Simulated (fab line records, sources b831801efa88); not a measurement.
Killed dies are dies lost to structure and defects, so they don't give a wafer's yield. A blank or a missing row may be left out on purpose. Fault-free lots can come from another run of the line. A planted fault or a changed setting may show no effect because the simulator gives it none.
What tool caused it? + flow gf180mcu + 12 lots (36 wafers sampled), 1 step of a 602-step route

WHAT THE GAUGES READ, wafer by wafer
GF_STI_THK_MEAS_04.
| lot  | measured    | on            | STI_CVD_03_THK (nm) |
|------|-------------|---------------|---------------------|
| L075 | day 1 18:34 | film_metro-02 | 207.9 209.0 208.3   |
| L077 | day 2 05:49 | film_metro-04 | 202.9 202.5 204.8   |
| L079 | day 2 16:00 | film_metro-04 | 208.3 205.8 207.1   |
| L081 | day 3 01:58 | film_metro-04 | 205.3 207.4 203.5   |
| L083 | day 3 10:59 | film_metro-02 | 205.7 206.0 206.0   |
| L085 | day 3 20:35 | film_metro-02 | 211.1 209.1 209.2   |
| L087 | day 4 06:35 | film_metro-01 | 207.7 206.1 208.0   |
| L089 | day 4 16:52 | film_metro-01 | 208.1 207.5 206.6   |
| L091 | day 5 02:35 | film_metro-02 | 212.9 210.5 209.0   |
| L093 | day 5 14:11 | film_metro-02 | 207.5 209.1 209.3   |
| L095 | day 6 00:21 | film_metro-02 | 205.9 207.7 205.7   |
| L097 | day 6 10:04 | film_metro-01 | 207.9 208.7 208.1   |

EACH LOT AND THE TOOL THAT RAN IT (in order: tool; ch and the chambers of the sampled wafers; start)
Record: no process step prior to these readings.

THE ANSWER, worked out from the rows above alone
Rule: the usual values come from the lots themselves. The widest of any qualifying gaps counts: lots, ordered by their means at a reading, are off when they make up no more than a third of the lots, leave a main group of 4 or more, and stand apart from it by 3 or more times the standard deviation of that group's means. A main group is skipped when, at the precision printed for the reading in the tables above, its means are all equal. Also off: a lot with no number at a reading for which 4 or more lots have one. Where the step has rows for the other lots, those lots are counted as sound.
No lot is off on any of the readings shown, so nothing can be concluded from this.

WHAT HAD BEEN PUT IN BY THE SIMULATOR
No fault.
